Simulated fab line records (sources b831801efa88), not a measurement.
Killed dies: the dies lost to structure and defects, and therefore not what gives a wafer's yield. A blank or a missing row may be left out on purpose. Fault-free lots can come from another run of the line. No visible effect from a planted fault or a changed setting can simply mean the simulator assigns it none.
One fault seen from 2 desks -- flow sky130 -- only its own numbers are on each desk; what lay behind them is given at the end

== THE TOOL OWNER'S DESK: pvd sputter-03 ==
The tool's own readings at SKY_METAL4_SPUTTER_02 (material AlCu, target thk 735 nm, time 39.1 s): means of the sampled wafers that have a number, for each lot that ran on this tool. Marked OUT: a lot whose mean sits more than 4 standard deviations from the usual mean, which makes it out of limits; the brackets give that distance.
Columns: A = chamber pressure pa at SKY_METAL4_SPUTTER_02, usual 0.4001 Pa; B = throttle valve pct at SKY_METAL4_SPUTTER_02, usual 30.8 %
lot,first seen here,A,B
L538,day 41 01:16,0.4001,31.8
L548,day 44 01:06,0.3718 (-32) OUT,32.5
L549,day 44 10:43,0.3717 (-32) OUT,32.6
This desk's finding: out of limits on L548, L549; first on L548, day 44 01:06 (chamber pressure pa at SKY_METAL4_SPUTTER_02). L538: within limits.

== FROM THE METROLOGY DESK ==
Means of the sampled wafers that have a number, per lot and without regard to the tool the lot ran on: this is what the gauges read. Marked OUT: a lot whose mean sits more than 4 standard deviations from the usual mean, which makes it out of limits; the brackets give that distance.
Columns: A = VIA3_W_RS at SKY_VIA3_RS_MEAS_22, usual 0.296 ohm/sq; B = VIA3_W_THK at SKY_VIA3_THK_MEAS_23, usual 397 nm; C = CAP2M_CVD_00_THK at SKY_CAP2M_THK_MEAS_01, usual 15.51 nm; D = CAP2M_TIN_RS at SKY_CAP2M_RS_MEAS_03, usual 6.93 ohm/sq; E = CAP2M_TIN_THK at SKY_CAP2M_THK_MEAS_04, usual 200.1 nm; F = CAP2M_OVL at SKY_CAP2M_OVL_MEAS_12, usual -0.8 nm; G = cd nm at SKY_METAL4_CD_MEAS_13, usual 299.8 nm
lot,first seen here,A,B,C,D,E,F,G
L538,day 41 00:47,0.298,392,15.64,6.97,197.2,-1.6,299.3
L543,day 42 19:17,0.299,394,15.41,6.82,203.2,-0.9,299.9
L548,day 44 00:38,0.301,390,15.43,6.86,202.5,-2.1,298.9
L549,day 44 10:11,0.298,406,15.41,6.83,203.0,-2.2,299.2
L553,day 45 03:16,0.299,396,15.67,6.94,198.5,-3.2,298.2
L557,day 45 19:44,0.296,394,15.53,6.96,198.7,0.6,299.1
Finding of this desk: none of the 6 lots has anything out of limits.

== BROUGHT TOGETHER ==
On L548, L549, at day 44 01:06, an alarm was possible from the tool owner's desk.
From the metrology desk's view, nothing was out of limits.
The metrology desk holds a record of L548, L549, inside its limits.
The lots listed all ran SKY_METAL4_SPUTTER_02 on pvd sputter-03.

== WHAT THE SIMULATOR HAD PUT IN ==
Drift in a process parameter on pvd sputter-03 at SKY_METAL4_SPUTTER_02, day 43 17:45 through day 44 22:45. Setting chamber pressure pa, moved by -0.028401, from 0.4. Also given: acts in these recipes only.
Struck lots among those shown: L548, L549.
Time in hours from fault onset to the first out-of-limits reading at each desk: the tool owner's desk, 7.
